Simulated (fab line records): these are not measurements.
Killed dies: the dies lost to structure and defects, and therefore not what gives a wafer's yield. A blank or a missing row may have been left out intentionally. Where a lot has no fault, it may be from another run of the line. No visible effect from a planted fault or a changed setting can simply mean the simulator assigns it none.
A struck lot beside a sound one -- flow sfq-line -- 20 out of 325 route steps
Sound: wafers L675.1, L675.2, L675.3. Struck: wafer L685.5; the same lot's L685.6 was not struck, so it is left out; see the end for the cause.
Per side, at each step with rows, come the tool, then ch with its chambers, and then its first start. Under that, the readings that differ: sound wafers -- struck wafers -- difference of the means -- sigmas: that difference in standard deviations of wafers without a fault.
alike: same words and numbers on both sides, and readings whose means sit less than 2 such deviations apart. not compared: any withheld reading, any reading some wafer has no value for, any bound like >300 that may hide the same value, and any number with overlapping values for which the record gives no deviation.
Wherever a step has rows on one side only, a row that says differs or no value, or a row with sigmas, the two part there. Numbers that have no deviation but don't overlap get no sigmas and don't part them. A reading missing from all wafers of one side parts the sides only when that side holds two or more wafers.

first, 3 steps without rows for these wafers: SFQ_TRILAYER_C5_LITHO_EXPOSE_152 (exposes mask C5, target cd 500 nm); SFQ_TRILAYER_C5_LITHO_PEB_154 (peb time 60 s); SFQ_TRILAYER_C5_LITHO_DEVELOP_153 (time 60 s).
SFQ_C5_OVL_MEAS_937:
  sound on overlay-02 at day 71 13:19; struck on overlay-01 at day 72 13:28
  alike: C5_OVL
SFQ_TRILAYER_C5_BARC_OPEN_VIA_ETCH_210: etches BARC in O2, target depth 125 nm, time 41.7 s.
  sound on rie-diel-04 ch 1,2,3, day 71 13:20; struck on rie-diel-01 ch 0, day 72 13:29
  alike: drypump-motor-current-A, oes-product-au, rf-fwd-power-W
  not compared: rf-hours-counter-h
SFQ_TRILAYER_C5_ETCH_VIA_ETCH_154: etches SiO2 in CHF3, stops on Nb, target depth 84 nm.
  sound on rie-diel-04 ch 1,2,3, day 71 13:23; struck on rie-diel-01 ch 0, day 72 13:32
  alike: drypump-motor-current-A, oes-product-au, rf-fwd-power-W
SFQ_TRILAYER_C5_STRIP_STRIP_155: strips in O2.
  sound on rie-metal-02 ch 0,1, day 71 13:26; struck on rie-metal-02 ch 0, day 72 13:57
  alike: drypump-motor-current-A, oes-product-au
  not compared: rf-hours-counter-h
then, 2 steps without rows for these wafers: SFQ_TRILAYER_C5_STRIP_SOLV_CLEAN_156 (cleans in NMP, time 600 s); SFQ_TRILAYER_M6_DEP_PRE_CLEAN_158 (time 22.5 s).
SFQ_TRILAYER_M6_DEP_SPUTTER_157: material Nb, target thk 200 nm, time 133.3 s.
  sound on pvd-sputter-06 at day 71 14:14; struck on pvd-sputter-06 at day 72 14:24
  alike: throttle-valve-pct
SFQ_M6_RS_MEAS_938: measures by four-point-probe.
  sound on film-metro-02 at day 71 14:19; struck on film-metro-04 at day 72 14:32
  alike: M6_NB_RS
SFQ_TRILAYER_M6_LITHO_COAT_164: resist thk 62 nm.
  sound on litho-track-03 ch 0, day 71 14:30; struck on litho-track-03 ch 0, day 72 14:50
reading,sound,struck,difference,sigmas
exhaust-pa (Pa),43.2 44.0 43.7,46.0,+2.4,+3
model.BARC_of_TRILAYER_M6_LITHO_COAT_164.thk-nm (nm),62.29 62.16 62.26,66.41,+4.17,
then, 5 steps without rows for these wafers: SFQ_TRILAYER_M6_LITHO_COAT_159 (resist thk 600 nm); SFQ_TRILAYER_M6_LITHO_SOFTBAKE_163; SFQ_TRILAYER_M6_LITHO_EXPOSE_160 (exposes mask M6, target cd 500 nm); SFQ_TRILAYER_M6_LITHO_PEB_162 (peb time 60 s); SFQ_TRILAYER_M6_LITHO_DEVELOP_161 (time 60 s).
-- the record jumps here: 4 days lie between the struck wafers' starts before and after --
SFQ_M6_OVL_MEAS_940:
  sound on overlay-01 at day 76 02:08; struck on overlay-02 at day 77 02:10
  alike: M6_OVL
SFQ_TRILAYER_M6_BARC_OPEN_METAL_ETCH_206: etches BARC in O2, target depth 125 nm, time 41.7 s.
  sound on rie-metal-02 ch 0,1, day 76 02:10; struck on rie-metal-01 ch 0, day 77 02:13
reading,sound,struck,difference,sigmas
oes-product-au (a.u.),0.689 0.686 0.686,0.706,+0.019,+4
model.etch.depth-nm (nm),62.29 62.16 62.26,66.41,+4.17,
  alike: drypump-motor-current-A, rf-fwd-power-W
  not compared: rf-hours-counter-h
SFQ_TRILAYER_M6_ETCH_METAL_ETCH_162: etches Nb in Cl2/Ar, stops on SiO2, target depth 240 nm, time 120 s.
  sound on rie-metal-02 ch 0,1, day 76 02:14; struck on rie-metal-01 ch 0, day 77 02:19
  alike: drypump-motor-current-A, oes-product-au, rf-fwd-power-W
  not compared: rf-hours-counter-h

== WHERE THEY PART ==
Last at SFQ_TRILAYER_M6_BARC_OPEN_METAL_ETCH_206 as far as this record goes, first at SFQ_TRILAYER_M6_LITHO_COAT_164. Later steps at which nothing parts them and some readings are alike: SFQ_TRILAYER_M6_ETCH_METAL_ETCH_162.

WHY: what the simulator had put in
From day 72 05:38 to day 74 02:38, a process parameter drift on litho-track-03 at SFQ_TRILAYER_M6_LITHO_COAT_164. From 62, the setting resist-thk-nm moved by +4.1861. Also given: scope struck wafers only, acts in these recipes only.
